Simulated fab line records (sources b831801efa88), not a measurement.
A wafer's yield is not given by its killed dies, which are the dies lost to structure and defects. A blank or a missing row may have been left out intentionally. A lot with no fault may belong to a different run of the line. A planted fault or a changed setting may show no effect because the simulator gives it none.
Struck lot and sound lot, side by side ; flow sfqLine ; 18 steps out of a route of 325
Sound: the wafers L564.1, L564.3, L564.4. Wafers L574.3, L574.5, L574.6 were the ones struck. The cause comes at the end.
Order at every step that has rows: each side's tool, ch and its chambers, its first start. Under that, the readings that differ: sound wafers ; struck wafers ; difference of the means ; sigmas: that difference in standard deviations of wafers without a fault.
alike: words and numbers the same on both sides, and readings whose means are apart by under 2 such deviations; not compared: readings that were withheld, readings missing a value for some wafer, numbers with overlapping values and no deviation given by the record, and bounds like >300 which may hide the same value.
Wherever a step has rows on one side only, a row that says differs or no value, or a row with sigmas, the two part there. When numbers do not overlap yet have no deviation, they are printed without sigmas and do not part them. Lack of a reading on every wafer of one side parts them only where that side has two or more wafers.

SFQ_I0_OVL_MEAS_908:
  struck on overlay-02, day 20 16:26; sound on overlay-01, day 15 21:56
  alike: I0_OVL
SFQ_TRILAYER_I0_VIA_BARC_OPEN_VIA_ETCH_046: etches BARC in O2, target depth 125 nm, time 41.7 s.
  sound on rieDiel-01 ch 0,1,3, day 15 21:59; struck on rieDiel-02 ch 0,3, day 20 16:28
  alike: drypumpMotorCurrentA, oesProductAu
  not compared: rfHoursCounterH
SFQ_TRILAYER_I0_VIA_ETCH_VIA_ETCH_034: etches SiO2 in CHF3, stops on Nb, target depth 260 nm.
  sound on rieDiel-01 ch 0,1,3, day 15 22:01; struck on rieDiel-02 ch 0,3, day 20 16:30
  alike: drypumpMotorCurrentA, oesProductAu
SFQ_TRILAYER_I0_VIA_STRIP_STRIP_035: strips in O2.
  sound on rieMetal-03 ch 0,1, day 15 22:08; struck on rieMetal-01 ch 0,1, day 20 16:49
  alike: drypumpMotorCurrentA, oesProductAu
  not compared: rfHoursCounterH
then, 2 steps without rows for these wafers: SFQ_TRILAYER_I0_VIA_STRIP_SOLV_CLEAN_036 (cleans in NMP, time 600 s); SFQ_TRILAYER_M1_DEP_PRE_CLEAN_038 (time 22.5 s).
SFQ_TRILAYER_M1_DEP_SPUTTER_037: material Nb, target thk 200 nm, time 133.3 s.
  struck on pvdSputter-03, day 20 17:25; sound on pvdSputter-04, day 15 22:56
  alike: throttleValvePct
SFQ_M1_RS_MEAS_909: measurement is done with a four-point probe.
  struck on filmMetro-01, day 20 17:33; sound on filmMetro-01, day 15 23:02
  alike: M1_NB_RS
then, 3 steps without rows for these wafers: SFQ_TRILAYER_M1_LITHO_COAT_044 (resist thk 62 nm); SFQ_TRILAYER_M1_LITHO_COAT_039 (resist thk 600 nm); SFQ_TRILAYER_M1_LITHO_SOFTBAKE_043.
-- the record jumps here: 6 days lie between the struck wafers' starts before and after --
SFQ_TRILAYER_M1_LITHO_EXPOSE_040: exposes mask M1, target cd 500 nm.
  sound on krfScanner-02 ch 0, day 22 06:31; struck on krfScanner-01 ch 0, day 26 21:34
reading;sound;struck;difference;sigmas
exposureDoseMJCm2;14.394 14.416 14.415;14.852 14.838 14.847;+0.437;+26
  alike: mask
then, 2 steps without rows for these wafers: SFQ_TRILAYER_M1_LITHO_PEB_042 (peb time 60 s); SFQ_TRILAYER_M1_LITHO_DEVELOP_041 (time 60 s).
SFQ_M1_OVL_MEAS_911:
  struck on overlay-01, day 26 22:41; sound on overlay-02, day 22 08:01
  alike: M1_OVL
SFQ_TRILAYER_M1_BARC_OPEN_METAL_ETCH_054: etches BARC in O2, target depth 125 nm, time 41.7 s.
  sound on rieMetal-03 ch 0,1, day 22 08:03; struck on rieMetal-03 ch 0,1, day 26 22:44
reading;sound;struck;difference;sigmas
model.M1.cdNm (nm);499.4 500.8 502.3;493.1 495 494.1;-6.8;
  alike: drypumpMotorCurrentA, oesProductAu
  not compared: rfHoursCounterH
SFQ_TRILAYER_M1_ETCH_METAL_ETCH_042: etches Nb in Cl2/Ar, stops on SiO2, target depth 240 nm, time 120 s.
  sound on rieMetal-03 ch 0,1, day 22 08:07; struck on rieMetal-03 ch 0,1, day 26 22:49
reading;sound;struck;difference;sigmas
model.M1.cdNm (nm);498.7 500.4 501;491.7 495.3 492.4;-6.9;
  alike: drypumpMotorCurrentA, oesProductAu
  not compared: rfHoursCounterH
SFQ_TRILAYER_M1_STRIP_STRIP_043: strips in O2.
  sound on rieMetal-03 ch 0,1, day 22 08:14; struck on rieMetal-03 ch 0,1, day 26 23:05
  alike: drypumpMotorCurrentA, oesProductAu
  not compared: rfHoursCounterH

WHERE THEY PART
Only at SFQ_TRILAYER_M1_LITHO_EXPOSE_040, as far as this record shows. Later steps at which nothing parts them and some readings are alike: SFQ_M1_OVL_MEAS_911, SFQ_TRILAYER_M1_BARC_OPEN_METAL_ETCH_054, SFQ_TRILAYER_M1_ETCH_METAL_ETCH_042, SFQ_TRILAYER_M1_STRIP_STRIP_043.

WHY: what had been put in by the simulator
Drift in process parameters on krfScanner-01 at SFQ_TRILAYER_M1_LITHO_EXPOSE_040, starting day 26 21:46. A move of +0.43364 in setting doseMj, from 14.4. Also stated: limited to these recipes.
